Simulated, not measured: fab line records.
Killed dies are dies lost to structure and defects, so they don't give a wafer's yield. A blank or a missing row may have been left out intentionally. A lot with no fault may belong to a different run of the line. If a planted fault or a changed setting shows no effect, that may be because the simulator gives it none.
Comparing a struck lot with a sound one	flow sky130	16 out of 708 route steps
Sound: the wafers L236.1, L236.2, L236.6. Struck: wafers L246.1, L246.5. (L246.2 of the same lot was not struck and is left out.) The cause comes at the end.
Each step with rows lists, per side, the tool, then ch with its chambers, then its first start. Under that, the readings that differ: sound wafers	struck wafers	difference of the means	sigmas: that difference in standard deviations of wafers without a fault.
alike: readings whose means differ by less than 2 such deviations, and words and numbers that are the same on both sides. not compared: withheld readings, readings that some wafer has no value for, bounds like >300 that may hide the same value, and numbers for which the record gives no deviation and whose values overlap.
A row with sigmas, a row that says differs or no value, or rows on one side alone: a step with any of these is where the two part. Numbers that don't overlap but have no deviation are shown without sigmas and don't part them. Lack of a reading on every wafer of one side parts them only where that side has two or more wafers.

first, 3 steps without rows for these wafers: SKY_LI_CONTACT_EXPOSE_09 (exposes mask LICM1, target cd 170 nm); SKY_LI_CONTACT_PEB_10; SKY_LI_CONTACT_DEVELOP_11 (develop time 60 s).
SKY_LI_CONTACT_CD_MEAS_12: target cd 170 nm.
  sound on cd-sem-02, day 31 05:45; struck on cd-sem-02, day 34 18:49
  alike: cd-nm
SKY_LI_CONTACT_OVL_MEAS_13:
  sound on overlay-01, day 31 05:52; struck on overlay-01, day 34 18:56
  alike: LI_CONTACT_OVL
SKY_LI_CONTACT_ETCH_14: etches BARC in N2/H2, stops on SiO2, time 45.9 s, target depth 60 nm.
  sound on rie-diel-01 ch 2,3, day 31 05:55; struck on rie-diel-01 ch 3, day 34 18:59
  alike: drypump-motor-current-A, oes-product-au, rf-fwd-power-W, throttle-valve-pct
  not compared: rf-hours-counter-h
SKY_LI_CONTACT_ETCH_15: etches PSG in C4F8/O2/Ar, stops on Si, target depth 600 nm.
  sound on rie-diel-01 ch 2,3, day 31 05:57; struck on rie-diel-01 ch 3, day 34 19:02
  alike: oes-product-au, rf-fwd-power-W
SKY_LI_CONTACT_STRIP_16: strips in O2/N2.
  sound on plasma-asher-01 ch 0,1, day 31 06:02; struck on plasma-asher-02 ch 1, day 34 19:10
  alike: drypump-motor-current-A, oes-product-au, strip-time-to-endpoint-s
  not compared: rf-hours-counter-h
then, 3 steps without rows for these wafers: SKY_LI_CONTACT_CLEAN_17 (cleans in NMP, time 600 s); SKY_LI_CONTACT_PRE_CLEAN_18 (time 5.6 s); SKY_LI_CONTACT_SPUTTER_19 (material Ti, target thk 20 nm, time 106.37 s).
SKY_LI_CONTACT_SPUTTER_20: material TiN, target thk 20 nm, time 80 s.
  sound on pvd-sputter-01, day 31 06:25; struck on pvd-sputter-01, day 34 19:34
  alike: chamber-pressure-pa, throttle-valve-pct
SKY_LI_CONTACT_CVD_21: deposits W, target thk 400 nm, time 120.56 s.
  sound on cvd-w-01 ch 0,1, day 31 06:28; struck on cvd-w-01 ch 0, day 34 19:37
reading	sound	struck	difference	sigmas
model.W_of_LI_CONTACT_CVD_21.thk-nm (nm)	390.7 393.4 392.2	416 410.9	+21	
  alike: heater-power-w
  not compared: since-wet-clean-h
SKY_LI_CONTACT_RS_MEAS_22: measures by four-point-probe.
  sound on film-metro-01, day 31 06:35; struck on film-metro-04, day 34 19:44
reading	sound	struck	difference	sigmas
LI_CONTACT_W_RS (ohm/sq)	0.291 0.290 0.291	0.273 0.277	-0.016	-5
SKY_LI_CONTACT_THK_MEAS_23: measures by xrf.
  sound on film-metro-01, day 31 06:43; struck on film-metro-04, day 34 19:52
reading	sound	struck	difference	sigmas
LI_CONTACT_W_THK (nm)	388 392 388	405 402	+14	+3
SKY_LI_CONTACT_CMP_24: polishes, stops on PSG, t overpolish 20 s, target thk 0 nm.
  sound on cmp-02 ch 2,3, day 31 06:50; struck on cmp-02 ch 0,3, day 34 19:55
  alike: motor-current-A, overpolish-run-s, time-to-endpoint-s

== WHERE THEY PART ==
Last at SKY_LI_CONTACT_THK_MEAS_23 as far as this record goes, first at SKY_LI_CONTACT_RS_MEAS_22. Later steps at which nothing parts them and some readings are alike: SKY_LI_CONTACT_CMP_24.

WHY: whatever the simulator had introduced
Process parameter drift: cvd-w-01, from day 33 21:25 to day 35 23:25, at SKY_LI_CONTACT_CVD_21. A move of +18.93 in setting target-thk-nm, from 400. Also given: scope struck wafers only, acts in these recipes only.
